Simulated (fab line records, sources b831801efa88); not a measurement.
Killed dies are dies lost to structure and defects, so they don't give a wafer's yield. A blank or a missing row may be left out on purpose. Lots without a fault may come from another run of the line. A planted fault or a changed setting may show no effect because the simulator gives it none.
fab line records | flow sky130 | part 2 of 2: steps 28 to 40 of 40
record lots=5 wafers=15 last_day=49
route steps=708 shown LI_CONTACT@384 LOCAL_INTERCONNECT@387 CONTACT@406
lots that met no fault: from a run of the same line without faults
start_h: hours from the record's first day to the start of the lot's first wafer shown | wait_h: hours since the lot's step before | " the same as in the row above | L1.1+2: a row that stands for several wafers | - no value, or no start given | * or withheld: withheld | < > ~ a bound
route shown NAME@n: a module of which the file shows steps, and the number in the route of the first | usual: mean/standard deviation of fault-free wafers | same: alike in all rows | chamber/n: place in a boat | sites: the reading at each site | _std_site: their standard deviation | _edge_site: outer sites' mean less inner sites' | radius_mm: how far each site lies from the wafer's centre | mask NAME#n: copy n | behind: the tool/chamber that last shaped the wafer | hold: why the lot was held/for how many hours/how that ended | device: the transistor (n, p or np) that didn't switch | end of line: the same wafers' tests at the end of the route | a step without rows: its recipe alone | killed: dies lost to structure and defects at the first sort, not the wafer's yield | map: a wafer's dies, x killed, . not, _ none there
set.NAME: the setting as run; set.NAME@STEP: as run at that earlier step | model.NAME: the simulator's own value behind a step, which no gauge read
lots at some steps of the route; a table a step, a row a wafer
services: from which hour (start_h, from the record's first day; less than 0 if before it) a tool's chamber was out of use, for how many hours, and why
## steps
# step SKY_CONTACT_BOW_MEAS_05
# recipe mode=bow
# usual CONTACT_BOW=82/7.1
# columns lot.wafer tool chamber start_h wait_h CONTACT_BOW[um]
L075.2 film_metro-04 - 705.34 0.3 82
L075.3 " - " " 83
L075.4 " - " " 78
L084.2 film_metro-04 - 785.15 0.2 90
L084.3 " - " " 81
L084.5 " - " " 78
L087.1 film_metro-01 - 817.21 0.2 77
L087.3 " - " " 84
L087.4 " - " " 89
L088.1 film_metro-03 - 821.40 0.1 86
L088.4 " - " " 90
L088.5 " - " " 86
L093.3 film_metro-04 - 843.92 0.3 82
L093.5 " - " " 76
L093.6 " - " " 76
# step SKY_CONTACT_DEHYDRATE_06
# recipe temp_c=200 time_s=60
# columns lot.wafer tool chamber start_h wait_h
L075.2+3+4 litho_track-04 0 717.49 12.1
L084.2+3+5 litho_track-04 0 797.84 12.7
L087.1+3+4 litho_track-04 0 829.46 12.2
L088.1+4+5 litho_track-01 0 833.26 11.8
L093.3+5+6 litho_track-01 0 856.46 12.5
# step SKY_CONTACT_HMDS_07
# recipe prime_time_s=60 prime_temp_c=120
# columns lot.wafer tool chamber start_h wait_h
L075.2+3+4 litho_track-04 0 717.64 0.1
L084.2+3+5 litho_track-04 0 797.99 0.1
L087.1+3+4 litho_track-04 0 829.61 0.1
L088.1+4+5 litho_track-01 0 833.41 0.1
L093.3+5+6 litho_track-01 0 856.61 0.1
# step SKY_CONTACT_COAT_08
# recipe resist=BARC temp_c=withheld time_s=withheld spin_rpm=3000 resist_thk_nm=60
# columns lot.wafer tool chamber start_h wait_h
L075.2+3+4 litho_track-04 0 717.79 0.1
L084.2+3+5 litho_track-04 0 798.14 0.1
L087.1+3+4 litho_track-04 0 829.76 0.1
L088.1+4+5 litho_track-01 0 833.56 0.1
L093.3+5+6 litho_track-01 0 856.76 0.1
# step SKY_CONTACT_COAT_09
# recipe resist=KrF-thick spin_rpm=3000 resist_thk_nm=450
# columns lot.wafer tool chamber start_h wait_h
L075.2+3+4 litho_track-04 0 - -
L084.2+3+5 litho_track-04 0 - -
L087.1+3+4 litho_track-04 0 - -
L088.1+4+5 litho_track-01 0 - -
L093.3+5+6 litho_track-01 0 - -
# step SKY_CONTACT_SOFTBAKE_10
# recipe temp_c=100 time_s=90 resist=KrF-thick
# columns lot.wafer tool chamber start_h wait_h
L075.2+3+4 litho_track-04 0 - -
L084.2+3+5 litho_track-04 0 - -
L087.1+3+4 litho_track-04 0 - -
L088.1+4+5 litho_track-01 0 - -
L093.3+5+6 litho_track-01 0 - -
# step SKY_CONTACT_EXPOSE_11
# recipe mask_id=CTM1 na=0.8 source_shape=annular sigma_inner=0.55 sigma_outer=0.85 target_cd_nm=170 dose_mj=38
# usual exposure_dose_mJ_cm2=37.98/0.042
# columns lot.wafer tool chamber start_h wait_h mask exposure_dose_mJ_cm2
L075.2 krf_scanner-02 0 - - CTM1#0 37.90
L075.3 " 0 " " CTM1#0 37.96
L075.4 " 0 " " CTM1#0 38.01
L084.2 krf_scanner-01 0 - - CTM1#0 37.91
L084.3 " 0 " " CTM1#0 37.87
L084.5 " 0 " " CTM1#0 37.93
L087.1 krf_scanner-02 0 - - CTM1#0 38.03
L087.3 " 0 " " CTM1#0 38.00
L087.4 " 0 " " CTM1#0 38.01
L088.1 krf_scanner-02 0 - - CTM1#0 37.96
L088.4 " 0 " " CTM1#0 38.02
L088.5 " 0 " " CTM1#0 37.93
L093.3 krf_scanner-01 0 - - CTM1#0 37.94
L093.5 " 0 " " CTM1#0 37.94
L093.6 " 0 " " CTM1#0 37.96
# step SKY_CONTACT_PEB_12
# recipe peb_temp_c=withheld peb_time_s=withheld resist=KrF-thick
# columns lot.wafer tool chamber start_h wait_h
L075.2+3+4 litho_track-03 0 - -
L084.2+3+5 litho_track-04 0 - -
L087.1+3+4 litho_track-01 0 - -
L088.1+4+5 litho_track-03 0 - -
L093.3+5+6 litho_track-01 0 - -
# step SKY_CONTACT_DEVELOP_13
# recipe develop_time_s=60 resist=KrF-thick dev_temp_c=21
# columns lot.wafer tool chamber start_h wait_h
L075.2+3+4 litho_track-03 0 - -
L084.2+3+5 litho_track-04 0 - -
L087.1+3+4 litho_track-01 0 - -
L088.1+4+5 litho_track-03 0 - -
L093.3+5+6 litho_track-01 0 - -
# step SKY_CONTACT_CD_MEAS_14
# recipe target_cd_nm=170
# usual cd_nm=170.4/1.4
# columns lot.wafer tool chamber start_h wait_h cd_nm
L075.2 cd_sem-01 - 732.45 - 170.5
L075.3 " - " " 170.3
L075.4 " - " " 171.2
L084.2 cd_sem-01 - 811.58 - 172.7
L084.3 " - " " 172.6
L084.5 " - " " 172.0
L087.1 cd_sem-02 - 843.36 - 170.8
L087.3 " - " " 170.8
L087.4 " - " " 171.6
L088.1 cd_sem-02 - 847.58 - 171.0
L088.4 " - " " 171.6
L088.5 " - " " 170.6
L093.3 cd_sem-02 - 869.95 - 171.3
L093.5 " - " " 169.9
L093.6 " - " " 171.4
# step SKY_CONTACT_OVL_MEAS_15
# usual CONTACT_OVL=0/5.2
# columns lot.wafer tool chamber start_h wait_h CONTACT_OVL[nm]
L075.2 overlay-02 - 732.55 0.1 -5
L075.3 " - " " 3
L075.4 " - " " -6
L084.2 overlay-01 - 811.69 0.1 -8
L084.3 " - " " -3
L084.5 " - " " -7
L087.1 overlay-01 - 843.48 0.1 -1
L087.3 " - " " -1
L087.4 " - " " 7
L088.1 overlay-01 - 847.70 0.1 2
L088.4 " - " " -7
L088.5 " - " " 5
L093.3 overlay-01 - 870.07 0.1 -2
L093.5 " - " " -9
L093.6 " - " " 1
# step SKY_CONTACT_ETCH_16
# recipe chemistry=N2/H2 target=BARC ion_energy_ev=200 source_w=500 bias_w=100 pressure_mtorr=30 n2_flow_sccm=100 h2_flow_sccm=200 stop_on=SiO2 time_s=45.9 target_depth_a=600
# usual drypump_motor_current_A=5.8/0.45 oes_product_au=0.855/0.0048 throttle_valve_pct=13.227/0.0089
# columns lot.wafer tool chamber start_h wait_h drypump_motor_current_A oes_product_au rf_hours_counter_h throttle_valve_pct
L075.2 rie_diel-03 1 732.58 0.0 5.6 0.852 5 13.242
L075.3 " 3 " " 5.9 0.857 25 13.221
L075.4 " 2 " " 6.2 0.860 14 13.212
L084.2 rie_diel-03 3 811.72 0.0 5.9 0.856 29 13.242
L084.3 " 2 " " 6.2 0.859 17 13.234
L084.5 " 0 " " 5.1 0.861 - 13.205
L087.1 rie_diel-01 2 843.52 0.0 5.4 0.857 8 13.223
L087.3 " 1 " " 5.3 0.856 15 13.226
L087.4 " 1 " " 5.3 0.865 - 13.222
L088.1 rie_diel-03 1 847.74 0.0 5.6 0.850 9 13.230
L088.4 " 0 " " 5.1 0.859 11 13.242
L088.5 " 2 " " 6.3 0.846 - 13.225
L093.3 rie_diel-03 2 870.09 0.0 6.2 0.846 19 13.217
L093.5 " 1 " " 5.6 0.854 - 13.225
L093.6 " 0 " " 5.1 0.861 - 13.235
# step SKY_CONTACT_ETCH_17
# recipe target=SiO2 chemistry=C4F8/O2/Ar stop_on=Si3N4 mask_material=KrF-thick source_w=1500 bias_w=1200 pressure_mtorr=40 c4f8_flow_sccm=withheld O2_flow_sccm=6 Ar_flow_sccm=300 time_s=withheld target_depth_a=3400
# usual oes_product_au=0.890/0.0048
# columns lot.wafer tool chamber start_h wait_h oes_product_au
L075.2 rie_diel-03 1 732.63 0.0 0.888
L075.3 " 3 " " 0.894
L075.4 " 2 " " 0.884
L084.2 rie_diel-03 3 811.76 0.0 0.884
L084.3 " 2 " " 0.891
L084.5 " 0 " " 0.895
L087.1 rie_diel-01 2 843.56 0.0 0.878
L087.3 " 1 " " 0.893
L087.4 " 1 " " 0.883
L088.1 rie_diel-03 1 847.78 0.0 0.893
L088.4 " 0 " " 0.890
L088.5 " 2 " " 0.888
L093.3 rie_diel-03 2 870.13 0.0 0.888
L093.5 " 1 " " 0.889
L093.6 " 0 " " 0.886
## services
# columns tool chamber start_h hours kind
cmp-01 - 676.46 4.3 repair
cmp-01 - 698.29 5.8 repair
rie_diel-03 2 708.88 3.1 repair
krf_scanner-02 - 709.23 1.3 pm
krf_scanner-02 - 710.53 3.6 pm
wet_bench-02 - 715.07 1.9 pm
cmp-01 - 719.79 2.8 repair
krf_scanner-02 - 721.02 4.0 pm
rie_diel-03 2 727.21 5.3 repair
rie_diel-03 2 734.28 7.7 repair
krf_scanner-02 - 741.03 1.0 pm
cmp-01 - 741.68 0.3 repair
cmp-01 - 744.00 4.0 pm
cmp-01 - 758.42 2.7 repair
cmp-01 - 765.91 1.6 repair
krf_scanner-02 - 777.05 0.8 pm
cmp-01 - 783.59 1.0 repair
rie_diel-03 2 793.33 8.5 repair
krf_scanner-02 - 796.63 4.4 pm
rie_diel-03 0 796.85 12.1 repair
cmp-01 - 798.95 2.8 repair
cmp-01 - 817.59 0.5 repair
cmp-01 - 826.78 2.1 repair
cmp-01 - 849.26 2.6 repair
